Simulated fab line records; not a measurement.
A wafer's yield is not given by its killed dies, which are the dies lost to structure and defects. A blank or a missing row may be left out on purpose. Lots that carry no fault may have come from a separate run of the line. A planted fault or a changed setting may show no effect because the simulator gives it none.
Which of the tools did it?    flow sky130    15 lots (45 wafers sampled), 1 step of a 708-step route

## WHAT EACH GAUGE READ, for each wafer
SKY_VIA2_CD_MEAS_12: target cd 200 nm. Usual: cdNm at 200.1 nm, with a standard deviation of 1.7.
lot   measured      on        cdNm (nm)          flag
L259  day 35 19:14  cdSem-02  199.7 199.0 199.1  
L260  day 35 22:29  cdSem-01  200.5 202.6 199.9  
L261  day 36 22:56  cdSem-02  199.5 200.4 199.3  
L264  day 38 22:56  cdSem-02  200.6 199.5 200.1  
L265  day 39 06:01  cdSem-01  199.5 201.0 201.5  
L267  day 39 11:13  cdSem-02  200.2 201.3 200.4  
L272  day 40 16:47  cdSem-01  198.8 196.7 197.7  
L275  day 41 14:11  cdSem-02  198.7 198.0 198.5  
L273  day 41 16:08  cdSem-01  199.1 200.0 199.7  
L274  day 41 17:20  cdSem-01  201.5 201.7 201.5  
L277  day 42 04:50  cdSem-01  200.8 200.9 201.8  
L279  day 42 11:34  cdSem-01  200.9 202.6 202.7  
L281  day 42 19:32  cdSem-02  200.2 198.6 200.3  
L280  day 42 23:41  cdSem-02  200.7 201.8 200.9  
L282  day 43 04:37  cdSem-02  201.7 201.6 201.1  

## WHICH TOOL RAN EACH LOT (tool, then ch and the chambers of the sampled wafers, then the start)
Before these readings, the record contains no process step.

## AS READ BY THE TOOLS THEMSELVES (means over the sampled wafers that have a number; for cases with no such wafer, the mark the record gives instead)
The record holds no such reading with a usual standard deviation.

## THE ANSWER, worked out from the rows above alone
Rule: a lot is off if the mean of its wafers that have a number lies more than 3 standard deviations from the usual mean. Also off: a lot with no number at a reading for which 4 or more lots have one. Any other lot the step has rows for is counted as sound. The gauges are gone through in route order, then the tools' own readings, and for those a lot's mean is taken as printed above. The first step at which some lot is off is used, and at that step the reading that is off furthest; a lot without a number counts as furthest.
Nothing can be told from this: no lot is off at any reading shown.

## WHAT THE SIMULATOR HAD INSERTED
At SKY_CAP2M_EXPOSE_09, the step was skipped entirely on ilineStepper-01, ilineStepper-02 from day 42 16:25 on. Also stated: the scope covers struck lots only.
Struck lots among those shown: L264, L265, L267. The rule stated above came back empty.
